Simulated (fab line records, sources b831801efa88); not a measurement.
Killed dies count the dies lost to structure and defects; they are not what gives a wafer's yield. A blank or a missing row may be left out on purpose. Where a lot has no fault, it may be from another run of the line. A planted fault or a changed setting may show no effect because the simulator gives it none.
Which tool is to blame? / flow gf180mcu / 13 lots with 39 wafers sampled at 6 steps, on a route of 602 steps

## WHAT EACH GAUGE READ, for each wafer
GF_HV_LDD_TW_MEAS_50. Usual: HV_LDD_4_TW typically reads 577, with standard deviation 6.9.
lot=L657; measured=day 12 07:32; on=film_metro-01; HV_LDD_4_TW=578 575 575; flag=
lot=L658; measured=day 12 22:03; on=film_metro-04; HV_LDD_4_TW=583 579 583; flag=
lot=L660; measured=day 13 16:31; on=film_metro-04; HV_LDD_4_TW=583 585 586; flag=
lot=L661; measured=day 14 03:49; on=film_metro-03; HV_LDD_4_TW=570 571 570; flag=
lot=L663; measured=day 14 17:19; on=film_metro-03; HV_LDD_4_TW=569 569 569; flag=
lot=L664; measured=day 15 02:34; on=film_metro-04; HV_LDD_4_TW=587 584 587; flag=
lot=L674; measured=day 18 02:05; on=film_metro-03; HV_LDD_4_TW=567 564 564; flag=
lot=L675; measured=day 18 06:14; on=film_metro-01; HV_LDD_4_TW=578 579 578; flag=
lot=L676; measured=day 18 12:10; on=film_metro-01; HV_LDD_4_TW=580 577 579; flag=
lot=L677; measured=day 18 18:50; on=film_metro-04; HV_LDD_4_TW=585 583 583; flag=
lot=L678; measured=day 19 08:59; on=film_metro-01; HV_LDD_4_TW=572 573 573; flag=
lot=L679; measured=day 19 14:15; on=film_metro-01; HV_LDD_4_TW=578 575 578; flag=
lot=L680; measured=day 20 03:23; on=film_metro-03; HV_LDD_4_TW=567 569 566; flag=

GF_PSD_CD_MEAS_07: target cd 400 nm. Usual: 400.0 nm for cd_nm, sd 2.
lot=L657; measured=day 14 04:23; on=cd_sem-02; cd_nm (nm)=399.8 399.5 399.9; flag=
lot=L658; measured=day 14 19:05; on=cd_sem-02; cd_nm (nm)=399.7 400.4 398.5; flag=
lot=L660; measured=day 15 12:41; on=cd_sem-02; cd_nm (nm)=402.7 401.2 402.8; flag=
lot=L661; measured=day 16 03:16; on=cd_sem-01; cd_nm (nm)=399.2 396.7 398.2; flag=
lot=L663; measured=day 16 17:02; on=cd_sem-02; cd_nm (nm)=401.3 399.7 400.8; flag=
lot=L664; measured=day 17 03:23; on=cd_sem-02; cd_nm (nm)=401.4 401.3 399.6; flag=
lot=L674; measured=day 20 05:51; on=cd_sem-01; cd_nm (nm)=398.9 399.6 400.9; flag=
lot=L675; measured=day 20 09:25; on=cd_sem-01; cd_nm (nm)=398.6 399.9 398.6; flag=
lot=L676; measured=day 20 15:39; on=cd_sem-02; cd_nm (nm)=405.1 402.8 402.8; flag=
lot=L677; measured=day 20 21:50; on=cd_sem-02; cd_nm (nm)=398.5 400.4 398.7; flag=
lot=L678; measured=day 21 12:03; on=cd_sem-01; cd_nm (nm)=401.8 400.7 399.2; flag=
lot=L679; measured=day 21 18:39; on=cd_sem-02; cd_nm (nm)=402.7 400.5 399.3; flag=
lot=L680; measured=day 22 06:49; on=cd_sem-01; cd_nm (nm)=398.0 396.3 396.6; flag=

GF_PSD_TW_MEAS_11. Usual: PSD_TW typically reads 3175, with standard deviation 34.
lot=L657; measured=day 14 04:47; on=film_metro-02; PSD_TW=3163 3158 3147; flag=
lot=L658; measured=day 14 19:29; on=film_metro-02; PSD_TW=3145 3143 3168; flag=
lot=L660; measured=day 15 13:05; on=film_metro-03; PSD_TW=3162 3186 3177; flag=
lot=L661; measured=day 16 03:40; on=film_metro-03; PSD_TW=3173 3175 3182; flag=
lot=L663; measured=day 16 17:26; on=film_metro-01; PSD_TW=3212 3200 3204; flag=
lot=L664; measured=day 17 03:47; on=film_metro-01; PSD_TW=3203 3203 3212; flag=
lot=L674; measured=day 20 06:14; on=film_metro-02; PSD_TW=3163 3144 3149; flag=
lot=L675; measured=day 20 09:50; on=film_metro-01; PSD_TW=3212 3219 3210; flag=
lot=L676; measured=day 20 16:02; on=film_metro-02; PSD_TW=3146 3143 3154; flag=
lot=L677; measured=day 20 22:14; on=film_metro-02; PSD_TW=3146 3172 3158; flag=
lot=L678; measured=day 21 12:26; on=film_metro-02; PSD_TW=3164 3164 3157; flag=
lot=L679; measured=day 21 19:02; on=film_metro-02; PSD_TW=3148 3152 3157; flag=
lot=L680; measured=day 22 07:13; on=film_metro-03; PSD_TW=3156 3165 3156; flag=

GF_PSD_RS_MEAS_14: measures by four-point-probe. Usual: NSD_RS typically reads 46.13 ohm/sq, with standard deviation 0.08.
lot=L657; measured=day 14 04:59; on=film_metro-03; NSD_RS (ohm/sq)=46.22 46.09 46.25; flag=
lot=L658; measured=day 14 19:41; on=film_metro-02; NSD_RS (ohm/sq)=46.22 46.18 46.21; flag=
lot=L660; measured=day 15 13:22; on=film_metro-03; NSD_RS (ohm/sq)=46.17 46.02 46.06; flag=
lot=L661; measured=day 16 03:52; on=film_metro-02; NSD_RS (ohm/sq)=46.16 46.21 46.18; flag=
lot=L663; measured=day 16 17:38; on=film_metro-03; NSD_RS (ohm/sq)=48.43 48.45 48.35; flag=OFF
lot=L664; measured=day 17 03:59; on=film_metro-02; NSD_RS (ohm/sq)=48.31 48.58 48.41; flag=OFF
lot=L674; measured=day 20 06:27; on=film_metro-03; NSD_RS (ohm/sq)=45.96 45.94 46.02; flag=
lot=L675; measured=day 20 10:02; on=film_metro-02; NSD_RS (ohm/sq)=46.12 46.06 46.10; flag=
lot=L676; measured=day 20 16:15; on=film_metro-03; NSD_RS (ohm/sq)=46.10 46.17 46.10; flag=
lot=L677; measured=day 20 22:30; on=film_metro-01; NSD_RS (ohm/sq)=45.99 46.12 46.16; flag=
lot=L678; measured=day 21 12:39; on=film_metro-02; NSD_RS (ohm/sq)=46.13 46.27 46.09; flag=
lot=L679; measured=day 21 19:15; on=film_metro-01; NSD_RS (ohm/sq)=45.99 45.99 46.16; flag=
lot=L680; measured=day 22 07:25; on=film_metro-01; NSD_RS (ohm/sq)=46.09 46.15 46.04; flag=

GF_PSD_RS_MEAS_15: measures by four-point-probe. Usual: PSD_RS typically reads 108.59 ohm/sq, with standard deviation 0.27.
lot=L657; measured=day 14 05:06; on=film_metro-03; PSD_RS (ohm/sq)=109.05 108.60 108.73; flag=
lot=L658; measured=day 14 19:49; on=film_metro-02; PSD_RS (ohm/sq)=108.93 108.80 108.49; flag=
lot=L660; measured=day 15 13:29; on=film_metro-03; PSD_RS (ohm/sq)=108.73 108.81 108.78; flag=
lot=L661; measured=day 16 03:59; on=film_metro-02; PSD_RS (ohm/sq)=108.80 108.61 108.58; flag=
lot=L663; measured=day 16 17:45; on=film_metro-03; PSD_RS (ohm/sq)=120.07 120.28 119.98; flag=OFF
lot=L664; measured=day 17 04:07; on=film_metro-02; PSD_RS (ohm/sq)=120.10 120.18 120.31; flag=OFF
lot=L674; measured=day 20 06:34; on=film_metro-03; PSD_RS (ohm/sq)=108.07 108.02 107.91; flag=
lot=L675; measured=day 20 10:09; on=film_metro-02; PSD_RS (ohm/sq)=108.34 108.38 108.51; flag=
lot=L676; measured=day 20 16:22; on=film_metro-03; PSD_RS (ohm/sq)=108.80 109.14 108.33; flag=
lot=L677; measured=day 20 22:37; on=film_metro-01; PSD_RS (ohm/sq)=108.01 108.18 108.51; flag=
lot=L678; measured=day 21 12:46; on=film_metro-02; PSD_RS (ohm/sq)=108.69 108.44 108.56; flag=
lot=L679; measured=day 21 19:22; on=film_metro-01; PSD_RS (ohm/sq)=108.44 108.78 108.68; flag=
lot=L680; measured=day 22 07:32; on=film_metro-01; PSD_RS (ohm/sq)=108.38 108.24 108.71; flag=

## TOOL THAT RAN EACH LOT (tool first, then ch and the chambers of the sampled wafers, then the start)
lot=L657; GF_PSD_RTA_13=rtp_anneal-02 ch 0, day 14 04:54
lot=L658; GF_PSD_RTA_13=rtp_anneal-01 ch 0, day 14 19:36
lot=L660; GF_PSD_RTA_13=rtp_anneal-02 ch 0, day 15 13:12
lot=L661; GF_PSD_RTA_13=rtp_anneal-02 ch 0, day 16 03:47
lot=L663; GF_PSD_RTA_13=rtp_anneal-02 ch 0, day 16 17:33
lot=L664; GF_PSD_RTA_13=rtp_anneal-02 ch 0, day 17 03:54
lot=L674; GF_PSD_RTA_13=rtp_anneal-01 ch 0, day 20 06:22
lot=L675; GF_PSD_RTA_13=rtp_anneal-01 ch 0, day 20 09:56
lot=L676; GF_PSD_RTA_13=rtp_anneal-01 ch 0, day 20 16:10
lot=L677; GF_PSD_RTA_13=rtp_anneal-02 ch 0, day 20 22:25
lot=L678; GF_PSD_RTA_13=rtp_anneal-01 ch 0, day 21 12:34
lot=L679; GF_PSD_RTA_13=rtp_anneal-01 ch 0, day 21 19:10
lot=L680; GF_PSD_RTA_13=rtp_anneal-01 ch 0, day 22 07:20
- GF_PSD_RTA_13: time 20 s.

## WHAT THE TOOLS THEMSELVES READ (means of the sampled wafers that have a number; where no wafer has one, the mark that the record gives instead)
GF_PSD_RTA_13. Usual: lamp_power_pct 32.6 %, standard deviation 2.4; wafer_temp_C_max 1031.2, standard deviation 2.
lot=L657; tool=rtp_anneal-02; lamp_power_pct (%)=35.2; wafer_temp_C_max=1029.1; flag=
lot=L658; tool=rtp_anneal-01; lamp_power_pct (%)=30.3; wafer_temp_C_max=1032.7; flag=
lot=L660; tool=rtp_anneal-02; lamp_power_pct (%)=35.3; wafer_temp_C_max=1029.9; flag=
lot=L661; tool=rtp_anneal-02; lamp_power_pct (%)=35.2; wafer_temp_C_max=1030.5; flag=
lot=L663; tool=rtp_anneal-02; lamp_power_pct (%)=33.7; wafer_temp_C_max=1011.4; flag=OFF
lot=L664; tool=rtp_anneal-02; lamp_power_pct (%)=33.6; wafer_temp_C_max=1012.0; flag=OFF
lot=L674; tool=rtp_anneal-01; lamp_power_pct (%)=30.4; wafer_temp_C_max=1032.7; flag=
lot=L675; tool=rtp_anneal-01; lamp_power_pct (%)=30.3; wafer_temp_C_max=1033.6; flag=
lot=L676; tool=rtp_anneal-01; lamp_power_pct (%)=30.3; wafer_temp_C_max=1032.7; flag=
lot=L677; tool=rtp_anneal-02; lamp_power_pct (%)=35.2; wafer_temp_C_max=1030.2; flag=
lot=L678; tool=rtp_anneal-01; lamp_power_pct (%)=30.3; wafer_temp_C_max=1032.2; flag=
lot=L679; tool=rtp_anneal-01; lamp_power_pct (%)=30.3; wafer_temp_C_max=1032.4; flag=
lot=L680; tool=rtp_anneal-01; lamp_power_pct (%)=30.3; wafer_temp_C_max=1032.7; flag=

## THE ANSWER, worked out from the rows above alone
Rule: a lot counts as off when the mean over its wafers that have a number is more than 3 standard deviations away from the usual mean. Also off: a lot with no number at a reading for which 4 or more lots have one. All remaining lots with rows at the step are treated as sound. First the gauges in route order, then the tools' own readings, where a lot's mean is used as printed above. The first step at which some lot is off is used, and at that step the reading that is off furthest; a lot without a number counts as furthest.
Off: L663, L664, seen at GF_PSD_RS_MEAS_14 (NSD_RS).
If a tool, at a process step before that reading, ran all the lots that are off and no sound lot after the first of them, it fits. Not tried: the gauges at GF_PSD_RS_MEAS_14; whatever is off there is also off at GF_PSD_RTA_13, on other tools, and gauge error can't account for it. No candidate that was tried fits.

## WHAT WAS PUT IN BY THE SIMULATOR
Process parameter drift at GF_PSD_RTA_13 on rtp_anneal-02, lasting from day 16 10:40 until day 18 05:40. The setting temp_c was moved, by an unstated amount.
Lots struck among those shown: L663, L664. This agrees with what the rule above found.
